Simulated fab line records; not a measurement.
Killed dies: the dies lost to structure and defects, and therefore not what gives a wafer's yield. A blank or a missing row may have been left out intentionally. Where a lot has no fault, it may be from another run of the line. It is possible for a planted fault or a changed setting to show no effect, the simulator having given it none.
fab line records ; flow sfq-line
record lots=7; wafers=18; last-day=82
route steps=325 shown R5@213
lots untouched by any fault: they come from a run of this same line in which no faults occurred
start-h: start of the lot's first displayed wafer, in hours after the record's first day ; wait-h: hours elapsed since this lot's preceding step ; " repeats the value in the row above ; L1.1+2: one row covering several wafers at once ; - either no value or no given start ; * or withheld: withheld ; < > ~ a bound
route shown NAME@n: a module of which the file shows steps, and the number in the route of the first ; usual: mean and standard deviation over wafers with no fault ; same: alike in all rows ; chamber/n: place in a boat ; sites: each site's reading ; _std_site: their standard deviation ; _edge_site: inner sites' mean taken away from outer sites' mean ; radius-mm: how far each site lies from the wafer's centre ; mask NAME#n: copy n ; behind: tool/chamber where the wafer was last shaped ; hold: cause of the lot's hold/its duration in hours/its outcome ; device: the n, p or np transistor that did not switch ; end of line: the tests these same wafers got at the end of their route ; a step given without rows: its recipe and nothing more ; killed: count of dies lost to structure and defects at first sort (not the wafer's yield) ; map: shows each die of a wafer: x if killed, . if not, _ if none is there
set.NAME: the run value of the setting; set.NAME@STEP: its run value at that earlier step ; model.NAME: the simulator's own value behind a step, which no gauge read
lots at some steps of the route; a table a step, a row a wafer
services: from which hour (start-h, from the record's first day; less than 0 if before it) a tool's chamber was out of use, for how many hours, and why
## steps
# step SFQ_TRILAYER_R5_DEP_SPUTTER_133
# recipe material=MoNx; base-pressure-pa=1.33e-06; target-thk-nm=40; power-w=1000; time-s=66.7; chamber-pressure-pa=0.4
# usual throttle-valve-pct=30.4/1
lot.wafer;tool;chamber;start-h;wait-h;throttle-valve-pct
L954.1;pvd-sputter-03;-;1392.31;0.0;30.1
L954.3;pvd-sputter-03;-;1392.31;0.0;29.3
L954.5;pvd-sputter-03;-;1392.31;0.0;32.3
L957.2;pvd-sputter-03;-;1409.37;0.0;29.3
L957.3;pvd-sputter-03;-;1409.37;0.0;31.1
L958.1;pvd-sputter-05;-;1410.31;0.0;29.5
L958.2;pvd-sputter-05;-;1410.31;0.0;31.8
L958.5;pvd-sputter-05;-;1410.31;0.0;31.5
L959.2;pvd-sputter-03;-;1412.37;0.0;29.9
L959.4;pvd-sputter-03;-;1412.37;0.0;31.3
L961.2;pvd-sputter-05;-;1421.37;0.0;31.5
L961.3;pvd-sputter-05;-;1421.37;0.0;30.1
L972.2;pvd-sputter-05;-;1634.96;0.0;29.7
L972.4;pvd-sputter-05;-;1634.96;0.0;29.3
L972.6;pvd-sputter-05;-;1634.96;0.0;29.5
L974.1;pvd-sputter-04;-;1645.85;0.0;31.0
L974.3;pvd-sputter-04;-;1645.85;0.0;29.1
L974.5;pvd-sputter-04;-;1645.85;0.0;31.0
# step SFQ_TRILAYER_R5_DEP_SPUTTER_134
# recipe material=Ti; base-pressure-pa=1.33e-06; target-thk-nm=5; power-w=2000; time-s=5; chamber-pressure-pa=0.4
# usual throttle-valve-pct=30.4/1
lot.wafer;tool;chamber;start-h;wait-h;throttle-valve-pct
L954.1;pvd-sputter-03;-;1392.36;0.0;29.8
L954.3;pvd-sputter-03;-;1392.36;0.0;29.4
L954.5;pvd-sputter-03;-;1392.36;0.0;32.5
L957.2;pvd-sputter-03;-;1409.42;0.0;29.4
L957.3;pvd-sputter-03;-;1409.42;0.0;30.9
L958.1;pvd-sputter-05;-;1410.36;0.0;29.4
L958.2;pvd-sputter-05;-;1410.36;0.0;31.8
L958.5;pvd-sputter-05;-;1410.36;0.0;32.0
L959.2;pvd-sputter-03;-;1412.42;0.0;30.0
L959.4;pvd-sputter-03;-;1412.42;0.0;31.2
L961.2;pvd-sputter-05;-;1421.42;0.0;31.8
L961.3;pvd-sputter-05;-;1421.42;0.0;30.1
L972.2;pvd-sputter-05;-;1635.01;0.0;30.1
L972.4;pvd-sputter-05;-;1635.01;0.0;29.3
L972.6;pvd-sputter-05;-;1635.01;0.0;29.4
L974.1;pvd-sputter-04;-;1645.90;0.0;31.0
L974.3;pvd-sputter-04;-;1645.90;0.0;29.1
L974.5;pvd-sputter-04;-;1645.90;0.0;30.8
# step SFQ_R5_RS_MEAS_933
# recipe thk-meas-gauge=four-point-probe; reads=Ti_of_TRILAYER_R5_DEP_SPUTTER_134+MoNx_of_TRILAYER_R5_DEP_SPUTTER_133+Ti_of_TRILAYER_R5_DEP_SPUTTER_132
# usual R5_MONX_RS=7.09/0.082
lot.wafer;tool;chamber;start-h;wait-h;R5_MONX_RS[ohm/sq]
L954.1;film-metro-03;-;1392.38;0.0;7.21
L954.3;film-metro-03;-;1392.38;0.0;7.23
L954.5;film-metro-03;-;1392.38;0.0;7.20
L957.2;film-metro-02;-;1409.46;0.0;7.11
L957.3;film-metro-02;-;1409.46;0.0;7.12
L958.1;film-metro-03;-;1410.38;0.0;7.10
L958.2;film-metro-03;-;1410.38;0.0;7.04
L958.5;film-metro-03;-;1410.38;0.0;7.05
L959.2;film-metro-04;-;1412.46;0.0;7.05
L959.4;film-metro-04;-;1412.46;0.0;7.13
L961.2;film-metro-02;-;1421.46;0.0;6.97
L961.3;film-metro-02;-;1421.46;0.0;7.03
L972.2;film-metro-04;-;1635.05;0.0;6.98
L972.4;film-metro-04;-;1635.05;0.0;7.02
L972.6;film-metro-04;-;1635.05;0.0;6.94
L974.1;film-metro-02;-;1645.92;0.0;6.97
L974.3;film-metro-02;-;1645.92;0.0;6.96
L974.5;film-metro-02;-;1645.92;0.0;6.94
# step SFQ_R5_THK_MEAS_934
# recipe thk-meas-gauge=xrf; reads=MoNx_of_TRILAYER_R5_DEP_SPUTTER_133
# usual R5_MONX_THK=38.8/0.53
lot.wafer;tool;chamber;start-h;wait-h;R5_MONX_THK[nm]
L954.1;film-metro-03;-;1392.50;0.1;38.0
L954.3;film-metro-03;-;1392.50;0.1;38.0
L954.5;film-metro-03;-;1392.50;0.1;38.3
L957.2;film-metro-02;-;1409.57;0.1;39.2
L957.3;film-metro-02;-;1409.57;0.1;38.9
L958.1;film-metro-03;-;1410.50;0.1;38.6
L958.2;film-metro-03;-;1410.50;0.1;39.1
L958.5;film-metro-03;-;1410.50;0.1;39.1
L959.2;film-metro-04;-;1412.57;0.1;38.4
L959.4;film-metro-04;-;1412.57;0.1;38.0
L961.2;film-metro-02;-;1421.57;0.1;40.0
L961.3;film-metro-02;-;1421.57;0.1;39.3
L972.2;film-metro-04;-;1635.16;0.1;38.7
L972.4;film-metro-04;-;1635.16;0.1;38.9
L972.6;film-metro-04;-;1635.16;0.1;39.3
L974.1;film-metro-02;-;1646.04;0.1;39.8
L974.3;film-metro-02;-;1646.04;0.1;39.6
L974.5;film-metro-02;-;1646.04;0.1;39.7
# step SFQ_TRILAYER_R5_LITHO_COAT_141
# recipe resist=BARC; spin-rpm=3000; resist-thk-nm=62
# step SFQ_TRILAYER_R5_LITHO_COAT_136
# recipe resist=KrF; spin-rpm=3000; resist-thk-nm=600
# step SFQ_TRILAYER_R5_LITHO_SOFTBAKE_140
# recipe temp-c=withheld; time-s=withheld; resist=KrF
# step SFQ_TRILAYER_R5_LITHO_EXPOSE_137
# recipe mask-id=R5; na=0.6; source-shape=conventional; sigma-outer=0.65; target-cd-nm=500; dose-mj=14.4
# step SFQ_TRILAYER_R5_LITHO_PEB_139
# recipe peb-temp-c=115; peb-time-s=60; resist=KrF
# step SFQ_TRILAYER_R5_LITHO_DEVELOP_138
# recipe time-s=60; resist=KrF
# step SFQ_R5_OVL_MEAS_935
# usual R5_OVL=-2/4.7
lot.wafer;tool;chamber;start-h;wait-h;R5_OVL[nm]
L954.1;overlay-01;-;1404.24;0.1;2
L954.3;overlay-01;-;1404.24;0.1;3
L954.5;overlay-01;-;1404.24;0.1;8
L957.2;overlay-02;-;1432.52;0.1;-6
L957.3;overlay-02;-;1432.52;0.1;1
L958.1;overlay-02;-;1433.72;0.1;-7
L958.2;overlay-02;-;1433.72;0.1;-9
L958.5;overlay-02;-;1433.72;0.1;-2
L959.2;overlay-02;-;1436.12;0.1;-8
L959.4;overlay-02;-;1436.12;0.1;-9
L961.2;overlay-02;-;1444.52;0.1;-1
L961.3;overlay-02;-;1444.52;0.1;-4
L972.2;overlay-01;-;1660.97;0.1;-3
L972.4;overlay-01;-;1660.97;0.1;-4
L972.6;overlay-01;-;1660.97;0.1;-5
L974.1;overlay-01;-;1669.37;0.1;9
L974.3;overlay-01;-;1669.37;0.1;11
L974.5;overlay-01;-;1669.37;0.1;10
# step SFQ_TRILAYER_R5_BARC_OPEN_METAL_ETCH_177
# recipe mask-material=PR; chemistry=O2; target-depth-nm=125; target=BARC; icp-w=600; bias-w=80; pressure-mtorr=10; time-s=41.7
# usual drypump-motor-current-A=5.5/0.56; oes-product-au=0.685/0.0046; run-length-s=70.2/0.34
lot.wafer;tool;chamber;start-h;wait-h;drypump-motor-current-A;oes-product-au;rf-hours-counter-h;run-length-s
L954.1;rie-metal-03;0;1404.28;0.0;6.1;0.678;13;70.3
L954.3;rie-metal-03;0;1404.28;0.0;6.0;0.682;-;70.5
L954.5;rie-metal-03;1;1404.28;0.0;4.9;0.687;-;70.1
L957.2;rie-metal-04;0;1432.55;0.0;5.3;0.681;66;70.2
L957.3;rie-metal-04;0;1432.55;0.0;5.3;0.685;-;70.2
L958.1;rie-metal-02;0;1433.75;0.0;6.5;0.687;54;70.0
L958.2;rie-metal-02;0;1433.75;0.0;6.4;0.689;-;69.9
L958.5;rie-metal-02;0;1433.75;0.0;6.4;0.684;-;69.7
L959.2;rie-metal-04;0;1436.15;0.0;5.3;0.679;66;69.9
L959.4;rie-metal-04;0;1436.15;0.0;5.3;0.695;-;70.7
L961.2;rie-metal-04;0;1444.57;0.0;5.3;0.690;-;70.4
L961.3;rie-metal-04;0;1444.57;0.0;5.3;0.685;-;69.8
L972.2;rie-metal-04;0;1661.00;0.0;5.3;0.689;100;70.5
L972.4;rie-metal-04;0;1661.00;0.0;5.3;0.683;-;69.9
L972.6;rie-metal-04;1;1661.00;0.0;5.0;0.680;-;70.1
L974.1;rie-metal-04;0;1669.40;0.0;5.3;0.687;102;70.4
L974.3;rie-metal-04;1;1669.40;0.0;5.0;0.689;-;70.7
L974.5;rie-metal-04;0;1669.40;0.0;5.3;0.678;-;70.4
# step SFQ_TRILAYER_R5_ETCH_METAL_ETCH_139
# recipe stop-on=SiO2; mask-material=PR; chemistry=Cl2; target-depth-nm=60; icp-w=600; bias-w=80; pressure-mtorr=10; time-s=40
# usual drypump-motor-current-A=5.5/0.56; oes-product-au=0.992/0.0052; run-length-s=68.4/0.32
lot.wafer;tool;chamber;start-h;wait-h;drypump-motor-current-A;oes-product-au;rf-hours-counter-h;run-length-s;model.KrF_of_TRILAYER_R5_LITHO_COAT_136.thk-nm
L954.1;rie-metal-03;0;1404.34;0.0;6.0;0.985;13;68.8;500
L954.3;rie-metal-03;0;1404.34;0.0;6.1;0.990;-;69.1;500.7
L954.5;rie-metal-03;1;1404.34;0.0;5.0;0.987;-;68.6;500.6
L957.2;rie-metal-04;0;1432.61;0.0;5.3;0.938;66;73.7;495.2
L957.3;rie-metal-04;0;1432.61;0.0;5.3;0.985;-;68.4;498.4
L958.1;rie-metal-02;0;1433.87;0.1;6.5;0.986;55;68.0;500.1
L958.2;rie-metal-02;0;1433.87;0.1;6.4;0.987;-;68.0;499.2
L958.5;rie-metal-02;0;1433.87;0.1;6.4;0.985;-;68.4;495.5
L959.2;rie-metal-04;0;1436.21;0.0;5.3;0.928;67;73.4;496.6
L959.4;rie-metal-04;0;1436.21;0.0;5.2;0.924;-;73.3;496.6
L961.2;rie-metal-04;0;1444.69;0.1;5.2;0.926;-;73.5;496.7
L961.3;rie-metal-04;0;1444.69;0.1;5.2;1.000;-;68.3;501.1
L972.2;rie-metal-04;0;1661.06;0.0;5.2;0.995;100;68.6;497.3
L972.4;rie-metal-04;0;1661.06;0.0;5.2;0.990;-;68.8;498.9
L972.6;rie-metal-04;1;1661.06;0.0;5.0;0.983;-;68.7;501
L974.1;rie-metal-04;0;1669.46;0.0;5.2;0.990;102;68.4;493.3
L974.3;rie-metal-04;1;1669.46;0.0;5.0;0.991;-;68.7;495.2
L974.5;rie-metal-04;0;1669.46;0.0;5.2;0.995;-;68.1;496.1
# step SFQ_TRILAYER_R5_STRIP_STRIP_140
# recipe gas=O2; power-w=200; platen-temp-c=40; overash-fraction=0.65; chemistry=O2; pressure-mtorr=50
# usual drypump-motor-current-A=5.5/0.56; oes-product-au=1.003/0.007
# same overash-fraction=0.65
lot.wafer;tool;chamber;start-h;wait-h;drypump-motor-current-A;oes-product-au;rf-hours-counter-h
L954.1;rie-metal-03;0;1404.39;0.0;6.0;1.002;13
L954.3;rie-metal-03;0;1404.39;0.0;6.0;0.999;-
L954.5;rie-metal-03;1;1404.39;0.0;4.9;0.984;-
L957.2;rie-metal-04;0;1432.67;0.0;5.3;1.003;66
L957.3;rie-metal-04;0;1432.67;0.0;5.3;1.006;-
L958.1;rie-metal-02;0;1433.99;0.1;6.4;0.999;55
L958.2;rie-metal-02;0;1433.99;0.1;6.4;0.985;-
L958.5;rie-metal-02;0;1433.99;0.1;6.4;0.995;-
L959.2;rie-metal-04;0;1436.27;0.0;5.3;1.004;67
L959.4;rie-metal-04;0;1436.27;0.0;5.3;1.017;-
L961.2;rie-metal-04;0;1444.99;0.3;5.2;1.006;-
L961.3;rie-metal-04;0;1444.99;0.3;5.3;1.011;-
L972.2;rie-metal-04;0;1661.12;0.0;5.3;1.005;100
L972.4;rie-metal-04;0;1661.12;0.0;5.2;1.010;-
L972.6;rie-metal-04;1;1661.12;0.0;5.0;1.005;-
L974.1;rie-metal-04;0;1669.52;0.0;5.2;1.008;102
L974.3;rie-metal-04;1;1669.52;0.0;5.0;1.007;-
L974.5;rie-metal-04;0;1669.52;0.0;5.3;1.012;-
## services
tool;chamber;start-h;hours;kind
pvd-sputter-03;-;1378.23;1.8;repair
pvd-sputter-04;-;1386.97;4.3;repair
rie-metal-02;1;1409.21;48.8;repair
rie-metal-04;1;1439.34;-;clean
rie-metal-04;1;1439.34;-;consumable-replace:focus-ring
rie-metal-04;1;1439.34;14.7;scheduled-down
rie-metal-04;1;1439.34;14.7;vent-cycle
rie-metal-04;0;1467.35;1.2;repair
rie-metal-04;1;1516.00;26.5;repair
pvd-sputter-03;-;1533.10;1.9;repair
pvd-sputter-03;-;1571.14;2.3;repair
pvd-sputter-03;-;1588.55;5.3;repair
pvd-sputter-05;-;1592.70;3.2;repair
pvd-sputter-04;-;1605.02;11.2;repair
pvd-sputter-05;0;1606.73;-;consumable-replace:kit
pvd-sputter-05;0;1606.73;18.0;scheduled-down
pvd-sputter-05;0;1606.73;18.0;vent-cycle
pvd-sputter-05;-;1608.88;3.4;repair
rie-metal-02;-;1642.20;0.2;repair
## key
first-sign step=SFQ_TRILAYER_R5_ETCH_METAL_ETCH_139; reading=run-length-s; direction=up; sigmas=16; usual=*; struck=*
effect step=SFQ_TRILAYER_R5_ETCH_METAL_ETCH_139; reading=oes-product-au; direction=down; sigmas=12; usual=0.992; struck=0.929
model-effect step=SFQ_TRILAYER_R5_ETCH_METAL_ETCH_139; value=KrF_of_TRILAYER_R5_LITHO_COAT_136.thk-nm; without=499.3; struck=496.3
met-at SFQ_TRILAYER_R5_ETCH_METAL_ETCH_139
struck-wafers L957.2,L959.2,L959.4,L961.2
fault kind=process-parameter-drift; tool=rie-metal-04; chamber=-; onset-h=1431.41; steps=SFQ_TRILAYER_R5_ETCH_METAL_ETCH_139; channel=time-s; offset=*; shape=step; end-h=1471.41; scope=struck-wafers-only; acts-in=*; stated=*
